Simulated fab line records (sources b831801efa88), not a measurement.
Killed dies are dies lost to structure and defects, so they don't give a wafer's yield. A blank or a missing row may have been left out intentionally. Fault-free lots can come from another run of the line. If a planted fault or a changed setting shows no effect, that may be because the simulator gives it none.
Matching of chambers || flow gf180mcu || GF_V2_CMP_04 on cmp-02: 4 sister chambers
The step polishes SiO2. 8 wafers are shown with their chamber, then 7 later ones without.

== WAFERS WITH THEIR CHAMBER ==
{"wafer": "L775.4", "chamber": 3, "motor-current-A (A)": 14.3, "time-to-endpoint-s (s)": 74}
{"wafer": "L778.5", "chamber": 1, "motor-current-A (A)": 13.1, "time-to-endpoint-s (s)": 77}
{"wafer": "L792.4", "chamber": 3, "motor-current-A (A)": 14.4, "time-to-endpoint-s (s)": 78}
{"wafer": "L792.5", "chamber": 2, "motor-current-A (A)": 11.9, "time-to-endpoint-s (s)": 83}
{"wafer": "L793.2", "chamber": 0, "motor-current-A (A)": 15.0, "time-to-endpoint-s (s)": 85}
{"wafer": "L793.5", "chamber": 0, "motor-current-A (A)": 15.1, "time-to-endpoint-s (s)": 85}
{"wafer": "L794.1", "chamber": 2, "motor-current-A (A)": 11.4, "time-to-endpoint-s (s)": 81}
{"wafer": "L794.2", "chamber": 1, "motor-current-A (A)": 12.6, "time-to-endpoint-s (s)": 73}

== WAFERS WITH NO CHAMBER GIVEN ==
{"wafer": "L794.4", "motor-current-A (A)": 14.2, "time-to-endpoint-s (s)": 77}
{"wafer": "L796.1", "motor-current-A (A)": 13.0, "time-to-endpoint-s (s)": 74}
{"wafer": "L796.3", "motor-current-A (A)": 13.9, "time-to-endpoint-s (s)": 72}
{"wafer": "L796.5", "motor-current-A (A)": 12.2, "time-to-endpoint-s (s)": 85}
{"wafer": "L798.3", "motor-current-A (A)": 13.6, "time-to-endpoint-s (s)": 92}
{"wafer": "L798.4", "motor-current-A (A)": 12.8, "time-to-endpoint-s (s)": 74}
{"wafer": "L798.5", "motor-current-A (A)": 14.1, "time-to-endpoint-s (s)": 88}

== THE CHAMBER EACH PASSED THROUGH ==
{"wafer": "L794.4", "from the rows above": 3, "in truth": 3}
{"wafer": "L796.1", "from the rows above": 1, "in truth": 1}
{"wafer": "L796.3", "from the rows above": "can't be placed: 3 or 1", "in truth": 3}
{"wafer": "L796.5", "from the rows above": 2, "in truth": 2}
{"wafer": "L798.3", "from the rows above": "can't be placed: 0 or 3 or 1", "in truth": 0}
{"wafer": "L798.4", "from the rows above": 1, "in truth": 1}
{"wafer": "L798.5", "from the rows above": "can't be placed: 0 or 3", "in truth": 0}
Placed correctly: 4 of 7. From these rows, 3 cannot be placed; in 3 the true chamber is one of the candidates. Number placed wrongly: 0.
How it was worked out, from the rows above alone: a wafer's distance from a chamber is the root of the sum, over the readings, of the square of ((its reading less the chamber's mean) divided by the reading's scatter). If the next closest chamber is less than 2 further off than the closest, the wafer can't be placed; otherwise it belongs to the closest. Each chamber's mean is taken over the wafers shown for it. The scatter is the square root of a quotient: the sum, over the shown wafers, of each reading's squared deviation from its chamber's mean, divided by wafers minus chambers.
